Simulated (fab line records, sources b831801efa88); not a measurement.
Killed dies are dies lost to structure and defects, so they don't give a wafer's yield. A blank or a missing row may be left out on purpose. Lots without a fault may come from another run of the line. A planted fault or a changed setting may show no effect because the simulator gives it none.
One fault seen from 2 desks | flow gf180mcu | each desk has only its own numbers; what lay behind them comes last

THE METROLOGY DESK
What the gauges read, lot by lot, whatever tool the lot ran on: means of the sampled wafers that have a number. A lot is out of limits, marked OUT, if its mean lies more than 4 standard deviations from the usual mean; the brackets give that distance.
Columns: A = SALICIDE_TIN_RS at GF_SALICIDE_RS_MEAS_04, usual 16.4 ohm/sq; B = CONTACT_CVD_02_THK at GF_CONTACT_THK_MEAS_03, usual 859 nm
lot  | first seen here | A              | B
L564 | day 15 16:03    | 16.0           | 873
L566 | day 16 05:37    | 16.4           | 844
L570 | day 17 10:59    | 16.1           | 856
L572 | day 18 02:08    | 16.2           | 857
L573 | day 18 11:30    | 17.0           | 861
L575 | day 19 05:23    | 16.4           | 856
L576 | day 19 15:32    | 11.7 (-13) OUT | 859
L577 | day 20 02:24    | 11.5 (-14) OUT | 852
L581 | day 21 10:33    | 16.4           | 862
L583 | day 22 04:19    | 16.9           | 848
L584 | day 22 11:50    | 16.4           | 865
L586 | day 22 19:22    | 16.9           | 865
L587 | day 23 05:39    | 16.5           | 860
This desk's finding: out of limits on L576, L577; first on L576, day 19 15:32 (SALICIDE_TIN_RS at GF_SALICIDE_RS_MEAS_04). In limits: L564, L566, L570, L572, L573, L575, L581, L583, L584, L586, L587.

THE TOOL OWNER'S DESK: pvd_sputter-04
The tool's own readings at GF_SALICIDE_SPUTTER_02 (material Co, target thk 10 nm, time 20 s): means of the sampled wafers that have a number, for each lot that ran on this tool. A lot is out of limits, marked OUT, if its mean lies more than 4 standard deviations from the usual mean; the brackets give that distance.
Columns: A = throttle_valve_pct at GF_SALICIDE_SPUTTER_02, usual 29.9 %
lot  | first seen here | A
L564 | day 15 15:59    | 28.8
L575 | day 19 05:19    | 29.0
L576 | day 19 15:29    | 29.7
L577 | day 20 02:21    | 30.6
This desk's finding: nothing out of limits on any of the 4 lots.

PUT TOGETHER
The metrology desk could have raised an alarm at day 19 15:32, on L576, L577.
The tool owner's desk saw nothing out of limits.
The tool owner's desk has L576, L577 on record, within its limits.
Of the lots named, all ran GF_SALICIDE_SPUTTER_02 on pvd_sputter-04.

WHAT THE SIMULATOR HAD PUT IN
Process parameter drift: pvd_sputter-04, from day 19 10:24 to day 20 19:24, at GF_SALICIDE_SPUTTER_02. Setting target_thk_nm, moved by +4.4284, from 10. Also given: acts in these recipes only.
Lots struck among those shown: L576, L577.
Hours from the fault's start to each desk's first reading out of limits: the metrology desk, 5.
